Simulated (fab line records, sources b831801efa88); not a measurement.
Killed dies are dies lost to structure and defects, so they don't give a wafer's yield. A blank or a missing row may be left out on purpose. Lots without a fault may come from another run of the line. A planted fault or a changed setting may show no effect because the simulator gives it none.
Which tool did it? | flow gf180mcu | 13 lots, 37 wafers sampled, at 6 steps of a route of 602

WHAT THE GAUGES READ, wafer by wafer
GF_STI_THK_MEAS_02.
lot  | measured    | on            | STI_OXIDATION_THK (nm)
L571 | day 1 11:47 | film_metro-03 | 9.88 10.08 10.03
L572 | day 1 16:31 | film_metro-03 | 10.09 9.82 9.93
L573 | day 1 22:04 | film_metro-03 | 10.29 10.21 10.06
L574 | day 2 02:32 | film_metro-01 | 10.17 10.19 10.16
L575 | day 2 07:52 | film_metro-03 | 10.32 10.33 10.36
L578 | day 2 22:58 | film_metro-04 | 9.93 10.10 9.83
L580 | day 3 08:31 | film_metro-03 | 9.82 9.83
L582 | day 3 18:46 | film_metro-04 | 9.99 10.15
L589 | day 5 05:31 | film_metro-03 | 10.04 9.91 9.68
L590 | day 5 10:59 | film_metro-03 | 9.88 9.78 9.86
L592 | day 5 20:31 | film_metro-03 | 10.08 10.00 9.99
L593 | day 6 02:19 | film_metro-04 | 10.20 10.13 9.99
L594 | day 6 06:31 | film_metro-03 | 9.90 9.75 9.96

GF_STI_THK_MEAS_30.
lot  | measured    | on            | STI_OXIDATION_02_THK (nm)
L571 | day 2 09:15 | film_metro-03 | 10.24 10.42 10.36
L572 | day 2 11:29 | film_metro-03 | 10.03 10.05 10.14
L573 | day 2 17:08 | film_metro-03 | 10.20 9.99 10.08
L574 | day 2 21:52 | film_metro-01 | 9.88 9.64 9.69
L575 | day 3 02:58 | film_metro-01 | 9.88 9.87 9.92
L578 | day 3 18:28 | film_metro-04 | 10.47 10.45 10.52
L580 | day 4 05:19 | film_metro-04 | 9.58 9.72
L582 | day 4 14:49 | film_metro-01 | 10.00 10.05
L589 | day 6 03:47 | film_metro-04 | 10.01 10.12 10.14
L590 | day 6 08:22 | film_metro-03 | 9.95 10.18 9.98
L592 | day 6 20:19 | film_metro-04 | 9.96 10.10 10.12
L593 | day 7 00:49 | film_metro-04 | 9.87 9.71 9.88
L594 | day 7 05:41 | film_metro-03 | 10.18 10.16 10.24

GF_NWELL_TW_MEAS_11.
lot  | measured    | on            | NWELL_TW
L571 | day 3 11:04 | film_metro-01 | 1582 1580 1583
L572 | day 3 14:52 | film_metro-02 | 1580 1572 1567
L573 | day 3 20:22 | film_metro-04 | 1570 1568 1565
L574 | day 4 01:20 | film_metro-01 | 1586 1589 1583
L575 | day 4 06:35 | film_metro-04 | 1576 1582 1573
L578 | day 4 22:28 | film_metro-01 | 1596 1585 1585
L580 | day 5 11:04 | film_metro-02 | 1476 1570
L582 | day 5 20:16 | film_metro-02 | 1463 1567
L589 | day 7 11:58 | film_metro-02 | 1570 1568 1569
L590 | day 7 17:10 | film_metro-02 | 1569 1568 1574
L592 | day 8 05:44 | film_metro-01 | 1564 1554 1562
L593 | day 8 11:08 | film_metro-04 | 1569 1576 1563
L594 | day 8 15:26 | film_metro-04 | 1572 1565 1566

GF_VT_IMPLANT_RS_MEAS_47: measures by four-point-probe.
lot  | measured     | on            | NWELL_RS (ohm/sq)
L571 | day 7 21:51  | film_metro-04 | 488.3 489.8 489.7
L572 | day 8 02:53  | film_metro-02 | 488.2 489.4 490.0
L573 | day 8 10:22  | film_metro-01 | 486.1 486.5 486.5
L574 | day 8 16:29  | film_metro-04 | 487.6 487.2 488.1
L575 | day 8 21:08  | film_metro-04 | 490.2 487.3 489.2
L578 | day 9 20:40  | film_metro-02 | 487.2 487.4 488.6
L580 | day 10 09:10 | film_metro-01 | 551.0 483.9
L582 | day 10 19:48 | film_metro-01 | 553.9 485.6
L589 | day 12 21:25 | film_metro-02 | 489.1 487.5 489.3
L590 | day 13 04:09 | film_metro-02 | 489.6 489.6 488.8
L592 | day 13 19:10 | film_metro-04 | 490.1 487.6 489.6
L593 | day 14 00:25 | film_metro-04 | 490.0 490.3 490.4
L594 | day 14 08:34 | film_metro-04 | 486.6 486.9 487.9

WHICH TOOL RAN EACH LOT (tool, then ch and the chambers of the sampled wafers, then the start)
lot  | GF_DNWELL_STRIP_08                  | GF_NWELL_IMPLANT_08
L571 | plasma_asher-01 ch 0,1, day 2 20:56 | implanter-01 ch 0, day 3 10:40
L572 | plasma_asher-01 ch 0,1, day 3 00:46 | implanter-03 ch 0, day 3 14:28
L573 | plasma_asher-04 ch 0,1, day 3 06:23 | implanter-01 ch 0, day 3 19:58
L574 | plasma_asher-02 ch 0,1, day 3 11:25 | implanter-04 ch 0, day 4 00:58
L575 | plasma_asher-02 ch 0,1, day 3 15:52 | implanter-01 ch 0, day 4 06:13
L578 | plasma_asher-04 ch 0,1, day 4 08:05 | implanter-03 ch 0, day 4 22:04
L580 | plasma_asher-04 ch 0,1, day 4 19:17 | implanter-03 ch 0, day 5 10:41
L582 | plasma_asher-01 ch 0,1, day 5 05:02 | implanter-03 ch 0, day 5 19:52
L589 | plasma_asher-01 ch 0,1, day 6 19:37 | implanter-01 ch 0, day 7 11:34
L590 | plasma_asher-04 ch 0,1, day 6 23:50 | implanter-04 ch 0, day 7 16:46
L592 | plasma_asher-04 ch 0,1, day 7 12:10 | implanter-04 ch 0, day 8 05:21
L593 | plasma_asher-02 ch 0,1, day 7 17:16 | implanter-01 ch 0, day 8 10:44
L594 | plasma_asher-04 ch 0,1, day 7 22:04 | implanter-04 ch 0, day 8 15:03
- GF_DNWELL_STRIP_08: strips in O2/N2.
- GF_NWELL_IMPLANT_08

WHAT THE TOOLS THEMSELVES READ (means of the sampled wafers that have a number; where no wafer has one, the mark that the record gives instead)
GF_DNWELL_STRIP_08.
lot  | tool            | drypump_motor_current_A (A) | heater_power_w (W) | oes_product_au (a.u.) | strip_time_to_endpoint_s (s)
L571 | plasma_asher-01 | 5.46                        | 367                | 0.722                 | 36.90
L572 | plasma_asher-01 | 5.36                        | 347                | 0.720                 | 36.89
L573 | plasma_asher-04 | 5.52                        | 318                | 0.722                 | 37.00
L574 | plasma_asher-02 | 5.57                        | 347                | 0.722                 | 36.92
L575 | plasma_asher-02 | 5.89                        | 361                | 0.720                 | 36.83
L578 | plasma_asher-04 | 5.55                        | 322                | 0.723                 | 37.09
L580 | plasma_asher-04 | 5.55                        | 318                | 0.720                 | 36.99
L582 | plasma_asher-01 | 5.41                        | 352                | 0.723                 | 37.05
L589 | plasma_asher-01 | 5.48                        | 362                | 0.721                 | 36.77
L590 | plasma_asher-04 | 5.55                        | 322                | 0.722                 | 36.84
L592 | plasma_asher-04 | 5.58                        | 312                | 0.722                 | 37.00
L593 | plasma_asher-02 | 5.87                        | 359                | 0.723                 | 37.03
L594 | plasma_asher-04 | 5.59                        | 318                | 0.719                 | 37.03

GF_NWELL_IMPLANT_08.
lot  | tool         | beam_on_s (s) | faraday_current_uA
L571 | implanter-01 | 10.12         | 83.6
L572 | implanter-03 | 9.84          | 86.0
L573 | implanter-01 | 9.91          | 85.1
L574 | implanter-04 | 9.81          | 86.1
L575 | implanter-01 | 10.13         | 83.6
L578 | implanter-03 | 9.93          | 85.3
L580 | implanter-03 | 8.74          | 98.1
L582 | implanter-03 | 8.81          | 98.0
L589 | implanter-01 | 9.76          | 86.8
L590 | implanter-04 | 10.02         | 84.2
L592 | implanter-04 | 10.02         | 84.4
L593 | implanter-01 | 9.96          | 85.3
L594 | implanter-04 | 10.16         | 83.3

THE ANSWER, worked out from the rows above alone
Rule: what is usual is taken from the lots themselves. Put in order of their means at a reading, lots are off if they are a third of the lots or fewer, leave a main group of 4 or more, and stand apart from it by a gap of 3 or more times the standard deviation of the main group's means; of several such gaps the widest counts. A main group whose means are all the same, to the digits that the tables above print for the reading, isn't used. A lot without any number at a reading at which 4 lots or more have one is off too. The other lots that the step has rows for count as sound. The gauges are gone through in route order, then the tools' own readings, and for those a lot's mean is taken as printed above. The first step at which some lot is off is used, and at that step the reading that is off furthest; a lot without a number counts as furthest.
Off: L580, L582, at GF_NWELL_TW_MEAS_11 (NWELL_TW). The main group: mean 1574, standard deviation 8.3.
A tool fits if, at a process step before that reading, it ran every lot that is off, and no sound lot after the first of them. The gauges at GF_NWELL_TW_MEAS_11 aren't tried: what is off there is off at GF_VT_IMPLANT_RS_MEAS_47 too, on other tools, and a gauge's error can't cause that. One fits: implanter-03 at GF_NWELL_IMPLANT_08. Its last sound lot is L578 (day 4 22:04), its first lot that is off L580 (day 5 10:41): a fault that began between those two fits.
The tool's own readings at GF_NWELL_IMPLANT_08 bear it out: on the lots that are off they differ by more than 5 times the standard deviation of the sound lots' means. beam_on_s reads 8.78 s there against 9.97 s on the sound lots; faraday_current_uA reads 98.0 there against 84.9 on the sound lots.

WHAT THE SIMULATOR HAD PUT IN
Process parameter drift: implanter-03, from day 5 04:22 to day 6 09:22, at GF_NWELL_IMPLANT_08. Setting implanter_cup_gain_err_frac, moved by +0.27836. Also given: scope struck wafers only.
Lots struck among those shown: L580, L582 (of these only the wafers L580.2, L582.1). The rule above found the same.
